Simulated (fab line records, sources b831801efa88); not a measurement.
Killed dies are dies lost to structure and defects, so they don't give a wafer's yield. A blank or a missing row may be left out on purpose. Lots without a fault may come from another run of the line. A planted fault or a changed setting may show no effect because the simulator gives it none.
Chamber matching | flow gf180mcu | GF_CONTACT_CMP_04 on cmp-01: 4 sister chambers
The step polishes SiO2. 18 wafers are shown with their chamber, then 9 later ones without.

WAFERS WITH THEIR CHAMBER
wafer  | chamber | motor_current_A (A) | time_to_endpoint_s (s) | edge_zone_pressure_frac
L965.2 | 2       | 11.2                | 117                    | 0.995
L965.4 | 3       | 12.5                | 111                    | 0.995
L965.6 | 2       | 11.0                | 120                    | 0.987
L968.2 | 1       | 10.7                | 104                    | 0.996
L968.3 | 0       | 10.8                | 104                    | 0.993
L968.5 | 1       | 9.7                 | 114                    | 0.998
L970.1 | 1       | 10.3                | 98                     | 0.997
L970.2 | 0       | 12.0                | 110                    | 0.997
L970.4 | 3       | 12.5                | 93                     | 0.996
L971.1 | 2       | 10.8                | 109                    | 0.994
L971.2 | 1       | 9.7                 | 104                    | 0.994
L971.6 | 0       | 12.1                | 118                    | 0.993
L972.1 | 0       | 11.5                | 113                    | 1.010
L972.2 | 1       | 9.9                 | 107                    | 1.000
L972.4 | 3       | 11.8                | 104                    | 0.996
L973.1 | 0       | 11.3                | 102                    | 0.992
L973.2 | 3       | 11.6                | 103                    | 1.004
L973.5 | 3       | 11.8                | 99                     | 1.004

SIGNATURES (means of the wafers above)
reading                 | chamber 0 | chamber 1 | chamber 2 | chamber 3 | scatter within a chamber
motor_current_A         | 11.540    | 10.060    | 11.000    | 12.040    | 0.439
time_to_endpoint_s      | 109.40    | 105.40    | 115.33    | 102.00    | 6.25
edge_zone_pressure_frac | 0.99700   | 0.99700   | 0.99200   | 0.99900   | 0.00513
Rule: a wafer's distance from a chamber is the root of the sum, over the readings, of the square of ((its reading less the chamber's mean) divided by the reading's scatter). The wafer belongs to the nearest chamber; if the next one is less than 2 further off, it can't be placed. The scatter: the root of (the sum of the squares of (reading less its chamber's mean) over the shown wafers, divided by (wafers less chambers)).

WAFERS WITHOUT THEIR CHAMBER
wafer  | motor_current_A (A) | time_to_endpoint_s (s) | edge_zone_pressure_frac
L977.2 | 11.6                | 105                    | 0.988
L977.5 | 11.7                | 114                    | 1.002
L977.6 | 11.9                | 102                    | 0.991
L978.2 | 11.1                | 104                    | 0.988
L978.4 | 12.5                | 104                    | 1.002
L978.5 | 11.9                | 123                    | 0.990
L982.2 | 11.2                | 100                    | 0.991
L982.3 | 11.4                | 108                    | 1.006
L982.5 | 11.7                | 105                    | 0.994

WHICH CHAMBER EACH WENT THROUGH
wafer  | from the rows above               | in truth
L977.2 | can't be placed: 0 or 2 or 3      | 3
L977.5 | can't be placed: 0 or 3 or 2      | 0
L977.6 | can't be placed: 3 or 0 or 2      | 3
L978.2 | can't be placed: 2 or 0 or 1 or 3 | 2
L978.4 | can't be placed: 3 or 0           | 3
L978.5 | can't be placed: 2 or 0 or 3      | 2
L982.2 | can't be placed: 0 or 3 or 2 or 1 | 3
L982.3 | can't be placed: 0 or 3 or 2 or 1 | 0
L982.5 | can't be placed: 0 or 3 or 2      | 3
Placed correctly: 0 of 9. Can't be placed from these rows: 9 (the true chamber is among the candidates in 9). Placed wrongly: 0.
